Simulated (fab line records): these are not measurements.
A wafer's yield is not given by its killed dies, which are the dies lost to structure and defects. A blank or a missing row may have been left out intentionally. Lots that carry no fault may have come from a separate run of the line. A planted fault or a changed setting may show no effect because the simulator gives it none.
The same fault as seen by 2 desks | flow sky130 | each desk holds nothing but its own numbers, with what lay behind them at the end

== AT THE TOOL OWNER'S DESK: cvdW-01 ==
The tool's own readings at SKY_VIA3_CVD_21 (deposits W, target thk 390 nm, time 117.31 s): means of the sampled wafers that have a number, for each lot that ran on this tool. A lot is out of limits, marked OUT, if its mean lies more than 4 standard deviations from the usual mean; the brackets give that distance.
Columns: A = heaterPowerW at SKY_VIA3_CVD_21, usual 918 W
lot  | first seen here | A
L198 | day 40 06:38    | 863
L199 | day 40 14:59    | 960
L201 | day 40 21:17    | 964
L200 | day 41 02:10    | 875
L213 | day 44 03:19    | 1038
L217 | day 45 04:54    | 953
L220 | day 45 22:39    | 948
Result from this desk: across the 7 lots, nothing is out of limits.

== FROM THE METROLOGY DESK ==
What the gauges read for every lot (on any tool): the sampled wafers with a number, averaged. A lot is out of limits, marked OUT, if its mean lies more than 4 standard deviations from the usual mean; the brackets give that distance.
Columns: A = VIA2_HDPCVD_THK at SKY_VIA2_THK_MEAS_01, usual 1177 nm; B = VIA3_W_RS at SKY_VIA3_RS_MEAS_22, usual 0.295 ohm/sq; C = VIA3_W_THK at SKY_VIA3_THK_MEAS_23, usual 411 nm
lot  | first seen here | A    | B                | C
L198 | day 35 17:20    | 1171 | 0.293            | 408
L199 | day 36 03:26    | 1193 | 0.296            | 416
L201 | day 36 11:36    | 1176 | 0.271 (-5.6) OUT | 457 (+5.2) OUT
L200 | day 36 14:40    | 1186 | 0.269 (-6.0) OUT | 462 (+5.7) OUT
L212 | day 39 16:42    | 1167 | 0.293            | 420
L213 | day 39 21:52    | 1186 | 0.294            | 406
L214 | day 40 04:18    | 1184 | 0.298            | 405
L217 | day 41 01:56    | 1173 | 0.294            | 413
L218 | day 41 08:01    | 1179 | 0.300            | 407
L220 | day 41 22:50    | 1164 | 0.295            | 414
Finding of this desk: L200, L201 out of limits, first seen on L201 at day 40 21:26 (VIA3_W_RS at SKY_VIA3_RS_MEAS_22). L198, L199, L212, L213, L214, L217, L218, L220: within limits.

== ALL TOGETHER ==
The metrology desk could have raised an alarm at day 40 21:26, on L200, L201.
Nothing out of limits was seen by the tool owner's desk.
The tool owner's desk has L200, L201 on record, within its limits.
SKY_VIA3_CVD_21 was run on cvdW-01 by each of the lots named.

== WHAT THE SIMULATOR HAD PUT IN ==
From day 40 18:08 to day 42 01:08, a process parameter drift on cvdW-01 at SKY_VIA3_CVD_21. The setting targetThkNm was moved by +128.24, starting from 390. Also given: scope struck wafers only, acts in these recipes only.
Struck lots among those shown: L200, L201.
Hours from the fault's start to each desk's first reading out of limits: the metrology desk, 3.
